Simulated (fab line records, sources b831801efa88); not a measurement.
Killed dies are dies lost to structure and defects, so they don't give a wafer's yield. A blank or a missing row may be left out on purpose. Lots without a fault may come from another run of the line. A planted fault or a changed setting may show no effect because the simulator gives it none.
Which tool did it? | flow gf180mcu | 13 lots, 39 wafers sampled, at 2 steps of a route of 602

WHAT THE GAUGES READ, wafer by wafer
GF_V2_THK_MEAS_03.
lot  | measured     | on            | V2_CVD_02_THK (nm)
L506 | day 19 04:49 | film_metro-03 | 833 852 842
L507 | day 19 12:41 | film_metro-01 | 836 853 855
L509 | day 20 07:29 | film_metro-01 | 840 833 851
L511 | day 21 06:35 | film_metro-01 | 849 862 871
L512 | day 21 11:29 | film_metro-02 | 844 846 856
L513 | day 21 22:01 | film_metro-03 | 859 858 871
L514 | day 22 10:57 | film_metro-01 | 848 862 870
L516 | day 23 01:16 | film_metro-01 | 837 871 858
L519 | day 24 02:37 | film_metro-01 | 840 837 850
L521 | day 24 13:04 | film_metro-01 | 843 863 860
L520 | day 24 18:59 | film_metro-02 | 854 846 866
L526 | day 26 06:56 | film_metro-02 | 829 845 850
L528 | day 27 02:17 | film_metro-03 | 834 833 839

WHICH TOOL RAN EACH LOT (tool, then ch and the chambers of the sampled wafers, then the start)
lot  | GF_M1_SPUTTER_01
L506 | pvd_sputter-04, day 16 02:42
L507 | pvd_sputter-04, day 16 09:36
L509 | pvd_sputter-04, day 17 03:23
L511 | pvd_sputter-03, day 18 01:29
L512 | pvd_sputter-04, day 18 06:44
L513 | pvd_sputter-02, day 18 17:37
L514 | pvd_sputter-02, day 19 07:23
L516 | pvd_sputter-02, day 19 23:16
L519 | pvd_sputter-02, day 21 00:31
L521 | pvd_sputter-04, day 21 13:26
L520 | pvd_sputter-02, day 21 17:35
L526 | pvd_sputter-03, day 23 09:34
L528 | pvd_sputter-02, day 24 08:23
- GF_M1_SPUTTER_01: material TiN, target thk 30 nm, time 25 s.

WHAT THE TOOLS THEMSELVES READ (means of the sampled wafers that have a number; where no wafer has one, the mark that the record gives instead)
GF_M1_SPUTTER_01.
lot  | tool           | throttle_valve_pct (%)
L506 | pvd_sputter-04 | 30.2
L507 | pvd_sputter-04 | 30.6
L509 | pvd_sputter-04 | 29.9
L511 | pvd_sputter-03 | 29.8
L512 | pvd_sputter-04 | 30.3
L513 | pvd_sputter-02 | 29.8
L514 | pvd_sputter-02 | 29.8
L516 | pvd_sputter-02 | 29.9
L519 | pvd_sputter-02 | 30.9
L521 | pvd_sputter-04 | 30.2
L520 | pvd_sputter-02 | 29.7
L526 | pvd_sputter-03 | 30.1
L528 | pvd_sputter-02 | 29.8

THE ANSWER, worked out from the rows above alone
Rule: what is usual is taken from the lots themselves. Put in order of their means at a reading, lots are off if they are a third of the lots or fewer, leave a main group of 4 or more, and stand apart from it by a gap of 3 or more times the standard deviation of the main group's means; of several such gaps the widest counts. A main group whose means are all the same, to the digits that the tables above print for the reading, isn't used. A lot without any number at a reading at which 4 lots or more have one is off too. The other lots that the step has rows for count as sound. The gauges are gone through in route order, then the tools' own readings, and for those a lot's mean is taken as printed above. The first step at which some lot is off is used, and at that step the reading that is off furthest; a lot without a number counts as furthest.
No lot is off at any reading shown: from this, nothing can be told.

WHAT THE SIMULATOR HAD PUT IN
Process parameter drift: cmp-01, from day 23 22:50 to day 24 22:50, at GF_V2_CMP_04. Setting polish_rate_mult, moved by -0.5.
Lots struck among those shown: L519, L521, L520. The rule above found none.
